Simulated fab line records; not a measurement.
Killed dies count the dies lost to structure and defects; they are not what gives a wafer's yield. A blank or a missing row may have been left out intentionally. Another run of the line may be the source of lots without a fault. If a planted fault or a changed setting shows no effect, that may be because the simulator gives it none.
The tool behind it: which one? + flow sky130 + 33 wafers from 11 lots sampled at 3 of the route's 708 steps

WHAT THE GAUGES SHOWED, per wafer
SKY_METAL2_OVL_MEAS_16.
| lot  | measured     | on         | METAL2_OVL (nm) |
|------|--------------|------------|-----------------|
| L119 | day 35 04:08 | overlay-01 | 5 4 5           |
| L121 | day 36 00:31 | overlay-02 | -13 -2 -7       |
| L123 | day 36 10:47 | overlay-02 | -4 1 -2         |
| L124 | day 36 21:59 | overlay-01 | 3 -7 2          |
| L126 | day 37 10:26 | overlay-01 | 1 -1 -1         |
| L129 | day 38 08:08 | overlay-01 | -4 -7 -5        |
| L130 | day 38 15:35 | overlay-02 | -8 -1 4         |
| L131 | day 39 07:20 | overlay-02 | 15 16 1         |
| L132 | day 39 16:11 | overlay-02 | -7 -1 4         |
| L135 | day 40 10:05 | overlay-01 | -2 -2 -3        |
| L141 | day 41 20:53 | overlay-01 | 2 -5 -6         |

SKY_VIA2_BOW_MEAS_03.
| lot  | measured     | on            | VIA2_BOW (um) |
|------|--------------|---------------|---------------|
| L119 | day 35 05:47 | film_metro-03 | 82 77 80      |
| L121 | day 36 01:53 | film_metro-03 | 90 82 84      |
| L123 | day 36 12:12 | film_metro-04 | 74 78 80      |
| L124 | day 36 23:41 | film_metro-04 | 86 85 85      |
| L126 | day 37 12:17 | film_metro-03 | 78 92 92      |
| L129 | day 38 09:33 | film_metro-01 | 76 75 81      |
| L130 | day 38 16:55 | film_metro-04 | 80 81 82      |
| L131 | day 39 09:30 | film_metro-03 | 77 95 91      |
| L132 | day 39 17:31 | film_metro-04 | 77 80 86      |
| L135 | day 40 11:34 | film_metro-04 | 87 80 78      |
| L141 | day 41 22:11 | film_metro-03 | 92 96 84      |

SKY_VIA2_THK_MEAS_23: measures by xrf.
| lot  | measured     | on            | VIA2_W_THK (nm) |
|------|--------------|---------------|-----------------|
| L119 | day 36 08:41 | film_metro-01 | 424 433 438     |
| L121 | day 37 04:37 | film_metro-01 | 426 426 422     |
| L123 | day 37 14:43 | film_metro-04 | 441 434 427     |
| L124 | day 38 02:58 | film_metro-03 | 415 428 424     |
| L126 | day 38 15:23 | film_metro-03 | 436 412 419     |
| L129 | day 39 11:57 | film_metro-01 | 431 442 435     |
| L130 | day 39 19:20 | film_metro-04 | 430 442 435     |
| L131 | day 40 11:13 | film_metro-03 | 438 439 424     |
| L132 | day 40 19:46 | film_metro-03 | 426 427 417     |
| L135 | day 41 13:28 | film_metro-03 | 426 432 426     |
| L141 | day 42 22:59 | film_metro-03 | 431 419 424     |

WHICH TOOL RAN EACH LOT (tool, then ch and the chambers of the sampled wafers, then the start)
The record shows no process step preceding these readings.

WHAT THE TOOLS THEMSELVES READ (means of the sampled wafers that have a number; where no wafer has one, the mark that the record gives instead)
The record holds no such reading with a usual standard deviation.

THE ANSWER, worked out from the rows above alone
Rule: usual is defined by the lots themselves. The widest of any qualifying gaps counts: lots, ordered by their means at a reading, are off when they make up no more than a third of the lots, leave a main group of 4 or more, and stand apart from it by 3 or more times the standard deviation of that group's means. The tables above print the reading to a certain number of digits; a main group whose means all agree to those digits is not used. A lot without any number at a reading at which 4 lots or more have one is off too. Any other lot the step has rows for is counted as sound. The gauges are gone through in route order, then the tools' own readings, and for those a lot's mean is taken as printed above. At the first step where some lot is off, the reading lying furthest off is the one used; lots without a number count as furthest.
No lot is off on any of the readings shown, so nothing can be concluded from this.

WHAT THE SIMULATOR PUT IN
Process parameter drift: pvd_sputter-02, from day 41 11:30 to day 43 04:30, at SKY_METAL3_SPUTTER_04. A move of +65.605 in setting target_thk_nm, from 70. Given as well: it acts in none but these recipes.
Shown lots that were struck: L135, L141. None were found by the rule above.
